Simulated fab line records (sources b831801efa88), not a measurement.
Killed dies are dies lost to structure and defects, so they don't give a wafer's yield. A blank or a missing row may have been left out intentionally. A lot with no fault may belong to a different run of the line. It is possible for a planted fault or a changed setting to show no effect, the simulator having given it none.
One fault seen from 2 desks + flow sky130 + each desk has only its own numbers; what lay behind them comes last

== AT THE TOOL OWNER'S DESK: litho track-04 ==
The tool's own readings at SKY_METAL4_COAT_08 (resist thk 1140 nm): means of the sampled wafers that have a number, for each lot that ran on this tool. If a lot's mean is further than 4 standard deviations from the usual mean, the lot is out of limits and carries the mark OUT (the distance appears in the brackets).
Columns: A = resist line temp C at SKY_METAL4_COAT_08, usual 22.99 C
| lot  | first seen here | A     |
|------|-----------------|-------|
| L321 | day 43 03:00    | 23.07 |
| L325 | day 43 23:00    | 23.08 |
| L327 | day 44 15:00    | 23.01 |
| L335 | day 46 08:00    | 23.02 |
| L337 | day 47 01:00    | 23.00 |
| L338 | day 47 06:00    | 22.91 |
Result from this desk: across the 6 lots, nothing is out of limits.

== THE METROLOGY DESK ==
What the gauges read for every lot (on any tool): the sampled wafers with a number, averaged. If a lot's mean is further than 4 standard deviations from the usual mean, the lot is out of limits and carries the mark OUT (the distance appears in the brackets).
Columns: A = VIA3_OVL at SKY_VIA3_OVL_MEAS_13, usual -3 nm; B = METAL4_OVL at SKY_METAL4_OVL_MEAS_14, usual 1 nm
| lot  | first seen here | A  | B  |
|------|-----------------|----|----|
| L318 | day 40 22:53    | -9 | 1  |
| L317 | day 41 00:10    | 0  | -7 |
| L321 | day 41 12:07    | -1 | -1 |
| L325 | day 42 09:17    | -6 | 0  |
| L327 | day 43 03:46    | -2 | 1  |
| L328 | day 43 08:47    | -4 | 5  |
| L329 | day 43 11:57    | 0  | -8 |
| L330 | day 43 14:37    | -5 | -1 |
| L335 | day 44 22:55    | -4 | 6  |
| L337 | day 45 14:56    | -1 | 3  |
| L338 | day 45 21:50    | -3 | 2  |
Result from this desk: across the 11 lots, nothing is out of limits.

== BROUGHT TOGETHER ==
Nothing out of limits was seen by the tool owner's desk.
Metrology desk: nothing out of limits seen.

== WHAT THE SIMULATOR PUT IN ==
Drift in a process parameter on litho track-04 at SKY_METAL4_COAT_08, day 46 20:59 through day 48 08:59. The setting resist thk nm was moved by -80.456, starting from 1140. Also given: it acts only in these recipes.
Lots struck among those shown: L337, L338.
